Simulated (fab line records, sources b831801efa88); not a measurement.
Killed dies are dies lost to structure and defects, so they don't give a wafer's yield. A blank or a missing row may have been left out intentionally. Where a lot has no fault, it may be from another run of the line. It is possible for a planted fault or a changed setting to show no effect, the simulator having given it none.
Comparing a struck lot with a sound one ; flow sky130 ; 14 steps out of a route of 708
Sound: wafers L523.2, L523.3, L523.5. Wafers struck: L520.4, L520.5, L520.6. Last of all comes the cause.
Order at every step that has rows: each side's tool, ch and its chambers, its first start. Under that, the readings that differ: sound wafers ; struck wafers ; difference of the means ; sigmas: that difference in standard deviations of wafers without a fault.
alike: same words and numbers on both sides, and readings whose means sit less than 2 such deviations apart. not compared: any withheld reading, any reading some wafer has no value for, any bound like >300 that may hide the same value, and any number with overlapping values for which the record gives no deviation.
A row with sigmas, a row that says differs or no value, or rows on one side alone: a step with any of these is where the two part. When numbers do not overlap yet have no deviation, they are printed without sigmas and do not part them. Lack of a reading on every wafer of one side parts them only where that side has two or more wafers.

SKY_METAL1_SPUTTER_01: material TiN, target thk 20 nm, time 16.7 s.
  sound on pvd_sputter-03 at day 34 10:34; struck on pvd_sputter-02 at day 34 01:01
  alike: throttle_valve_pct
SKY_METAL1_SPUTTER_02: material AlCu, target thk 250 nm, time 13.3 s.
  sound on pvd_sputter-03 at day 34 10:35; struck on pvd_sputter-02 at day 34 01:02
  alike: throttle_valve_pct
SKY_METAL1_SPUTTER_03: material Ti, target thk 5 nm, time 3.3 s.
  sound on pvd_sputter-03 at day 34 10:37; struck on pvd_sputter-02 at day 34 01:04
  alike: throttle_valve_pct
SKY_METAL1_SPUTTER_04: material TiN, target thk 70 nm, time 58.3 s.
  sound on pvd_sputter-03 at day 34 10:38; struck on pvd_sputter-02 at day 34 01:05
  alike: throttle_valve_pct
SKY_METAL1_RS_MEAS_05: uses a four-point probe to measure.
  sound on film_metro-02 at day 34 10:43; struck on film_metro-03 at day 34 01:11
  alike: METAL1_ALCU_RS
SKY_METAL1_THK_MEAS_06: measures by xrf.
  sound on film_metro-02 at day 34 10:49; struck on film_metro-03 at day 34 01:17
  alike: METAL1_ALCU_THK
then, 6 steps without rows for these wafers: SKY_METAL1_DEHYDRATE_07 (time 60 s); SKY_METAL1_HMDS_08 (prime time 60 s); SKY_METAL1_COAT_09 (resist thk 60 nm); SKY_METAL1_COAT_10 (resist thk 450 nm); SKY_METAL1_SOFTBAKE_11 (time 90 s); SKY_METAL1_EXPOSE_12 (exposes mask MM1, target cd 140 nm).
SKY_METAL1_PEB_13:
  sound on litho_track-03 ch 0, day 35 12:00; struck on litho_track-01, day 35 03:00
reading;sound;struck;difference;sigmas
exhaust_pa (Pa);45.4 44.8 45.0;- - -;no value on the struck wafers;
  not compared: chill_plate_temp_C
then, 1 step without rows for these wafers: SKY_METAL1_DEVELOP_14 (develop time 60 s).

WHERE THEY PART
At SKY_METAL1_PEB_13 and nowhere else, as far as this record goes.

WHY: the cause the simulator had injected
Whole step skipped at SKY_METAL1_PEB_13 on litho_track-01, starting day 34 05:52. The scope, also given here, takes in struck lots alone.
